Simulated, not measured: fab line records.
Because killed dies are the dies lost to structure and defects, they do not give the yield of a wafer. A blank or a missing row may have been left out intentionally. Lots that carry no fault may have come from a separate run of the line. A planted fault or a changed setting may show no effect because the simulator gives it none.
8D (eight disciplines) problem report, filled in by code / flow sky130 / the parts of the form that need people (team, actions taken, sign-off) are left out

## 1. WHAT IS WRONG
Wafers without a fault read 36.95 s, standard deviation 0.1; strip_time_to_endpoint_s at SKY_VT_ADJUST_LVTN_STRIP_09 reads a mean of 35.22 s on 6 wafers belonging to 2 lots. Relative to the usual mean, that is a shift of -17 standard deviations.
The step: strips in O2/N2.
First seen on wafer L168.2, day 10 09:46, on plasma_asher-01. The record holds 36 wafers of 12 lots with a number at this step. The rule behind "out" and "out of limits": a value lying over 4 standard deviations away from the usual mean. Any other wafer with a number is counted as sound.

## 2. WHAT THIS IS AND IS NOT
question=which readings at this step | is=strip_time_to_endpoint_s | is not=drypump_motor_current_A, oes_product_au
question=which lots | is=L168, L169 | is not=L156, L157, L158, L159, L160, L161, L172, L174, L176, L178
question=which wafers of those lots | is=all that have a number | is not=-
question=read on which tools | is=plasma_asher-01, plasma_asher-03 | is not=plasma_asher-02
question=when | is=from day 10 09:46 | is not=up to then (18 sound wafers); but 12 sound wafers of L172, L174, L176, L178 came after

## 3. WHAT RULES OUT EACH SUSPECT
Counting: a tool stays on the suspect list if, at a process step up to the reading, it processed all lots that are out and no sound lot following the first of them.
- litho_track-01 at SKY_VT_ADJUST_LVTN_COAT_02 (resist thk 3000 nm): kept. All lots that are out passed through it, beginning with L168 at day 9 21:34, and no sound lot followed; its final sound lot before that point was L159 at day 7 21:01.
Left after counting: litho_track-01 at SKY_VT_ADJUST_LVTN_COAT_02.

## 4. THE CAUSE (what the simulator had put in)
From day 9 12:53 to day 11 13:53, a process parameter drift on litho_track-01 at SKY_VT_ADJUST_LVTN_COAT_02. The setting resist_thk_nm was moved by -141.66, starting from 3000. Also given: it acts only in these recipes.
This tool alone remained once counting was done.

## 5. THE EFFECT CHAIN, in route order
Each row: a reading where the mean over the struck wafers with a number is more than 3 standard deviations away from the usual. Only readings for which the record gives a usual standard deviation are gone through. hours: the time from each lot's start at the first step in this table that gives one to its start at this step, as a median over the lots. sigmas: the change in usual standard deviations.
hours=0; step=SKY_VT_ADJUST_LVTN_STRIP_09; reading=strip_time_to_endpoint_s; usual=36.95 s; on struck wafers=35.22; change=-1.73; sigmas=-17
It contains these process steps:
- SKY_VT_ADJUST_LVTN_STRIP_09: strips in O2/N2.
Later steps that measure or inspect, where all struck wafers having a row at the step show a number for every such reading and not one has moved that far: SKY_SD_N_RS_MEAS_17, SKY_SD_N_RS_MEAS_18.

## 6. WHAT WOULD HAVE CAUGHT IT SOONER
21 hours passed between the start of the fault at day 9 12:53 and the first reading out of limits in this record, taken at day 10 09:46.
Of the tool readings at SKY_VT_ADJUST_LVTN_COAT_02 for which the record gives a usual standard deviation, none was out on any struck wafer, so an alarm limit of 4 standard deviations on them would not have fired.
The start of SKY_VT_ADJUST_LVTN_COAT_02 on litho_track-01 came by day 10 09:46 for every one of the lots that are out (2). A hold on the tool at that time would have spared none of them.
